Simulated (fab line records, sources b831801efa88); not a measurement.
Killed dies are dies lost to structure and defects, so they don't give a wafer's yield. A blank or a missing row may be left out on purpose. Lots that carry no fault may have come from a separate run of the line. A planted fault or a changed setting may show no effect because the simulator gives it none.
A lot that was struck, set against a sound lot ; flow sky130 ; 16 out of 708 route steps
Sound: wafers L422.1, L422.3, L422.5. Struck: wafer L430.1 (left out: L430.5, a lot-mate that was not struck); the cause follows at the end.
Each step with rows lists, per side, the tool, then ch with its chambers, then its first start. Under that, the readings that differ: sound wafers ; struck wafers ; difference of the means ; sigmas: that difference in standard deviations of wafers without a fault.
alike: readings with means less than 2 such deviations apart, plus words and numbers identical on both sides. not compared: withheld readings, readings lacking a value on some wafer, bounds such as >300 that could conceal the same value, and numbers that have no deviation in the record and whose values overlap.
A row with sigmas, a row that says differs or no value, or rows on one side alone: a step with any of these is where the two part. Numbers that have no deviation but don't overlap get no sigmas and don't part them. Lack of a reading on every wafer of one side parts them only where that side has two or more wafers.

first, 2 steps without rows for these wafers: SKY_METAL3_PEB_11; SKY_METAL3_DEVELOP_12 (develop time 60 s).
SKY_METAL3_CD_MEAS_13: the cd target is 300 nm.
  sound on cd sem-02 at day 39 13:35; struck on cd sem-02 at day 41 21:03
  alike: cd nm
SKY_METAL3_OVL_MEAS_14:
  sound on overlay-02 at day 39 13:43; struck on overlay-01 at day 41 21:10
  alike: METAL3_OVL
SKY_METAL3_DESCUM_15: chemistry O2, time 8 s.
  sound on rie metal-03 ch 0, day 39 13:45; struck on rie metal-02 ch 0, day 41 21:13
reading;sound;struck;difference;sigmas
rf fwd power W (W);146.4 145.6 146.4;148.3;+2.2;+3
  alike: chamber pressure mTorr, drypump motor current A, oes product au
  not compared: rf hours counter h
SKY_METAL3_ETCH_16: etches BARC in N2/H2, stops on SiO2, time 88.2 s, target depth 60 nm.
  sound on rie metal-03 ch 0, day 39 13:47; struck on rie metal-02 ch 0, day 41 21:14
  alike: chamber pressure mTorr, drypump motor current A, oes product au, rf fwd power W, throttle valve pct
  not compared: rf hours counter h
SKY_METAL3_ETCH_17: etches SiO2 in C4F8/O2/Ar, stops on TiN, time 3.9 s, target depth 15 nm.
  sound on rie diel-04 ch 1,2, day 39 13:53; struck on rie diel-04 ch 1, day 41 21:20
  alike: chamber pressure mTorr, oes product au, rf fwd power W
  not compared: rf hours counter h
then, 1 step without rows for these wafers: SKY_METAL3_METAL_ETCH_18 (etches the open film in Cl2/BCl3, stops on SiO2, target depth 845 nm, time 183.1 s).
SKY_METAL3_STRIP_19: strips in O2/N2.
  sound on plasma asher-01 ch 0,1, day 39 14:04; struck on plasma asher-04 ch 1, day 41 21:43
reading;sound;struck;difference;sigmas
o2 flow sccm (sccm);3007 3011 3010;2979;-30;-3
  alike: chamber pressure mTorr, drypump motor current A, oes product au, strip time to endpoint s
  not compared: rf hours counter h
then, 3 steps without rows for these wafers: SKY_METAL3_STRIP_20 (strips in post etch residue remover, time 1200 s); SKY_METAL3_CLEAN_21 (cleans in IPA, time 180 s); SKY_METAL3_CLEAN_22 (cleans in O3/DIW).
SKY_VIA3_HDPCVD_00: deposits SiO2, target thk 1635 nm, time 272.5 s.
  sound on hdpcvd-02 ch 0,1, day 39 14:42; struck on hdpcvd-02 ch 1, day 41 22:18
reading;sound;struck;difference;sigmas
run length s (s);300.3 299.7 300.2;307.2;+7.1;+16
model.SiO2_of_VIA3_HDPCVD_00.thk nm (nm);1624 1638 1644;1688;+53;
  alike: susceptor temp C
SKY_VIA3_THK_MEAS_01:
  sound on film metro-03 at day 39 14:52; struck on film metro-01 at day 41 22:37
reading;sound;struck;difference;sigmas
VIA3_HDPCVD_THK (nm);1623 1636 1644;1687;+53;+4
SKY_VIA3_CMP_02: polishes SiO2.
  sound on cmp-01 ch 0,2,3, day 39 14:59; struck on cmp-02 ch 3, day 41 23:01
  alike: motor current A
-- the record jumps here: 7 days lie between the struck wafers' starts before and after (it left off in module VIA3 and takes up again in module PAD_OPEN, whose first step shown is number 708 of the route) --
SKY_PAD_OPEN_PROBE_99:
  the record has rows for the struck wafers here (prober-01, day 48 13:49) and none for the sound ones

WHERE THEY PART
Earliest at SKY_METAL3_DESCUM_15; latest, in this record, at SKY_PAD_OPEN_PROBE_99.

WHY: what the simulator had put in
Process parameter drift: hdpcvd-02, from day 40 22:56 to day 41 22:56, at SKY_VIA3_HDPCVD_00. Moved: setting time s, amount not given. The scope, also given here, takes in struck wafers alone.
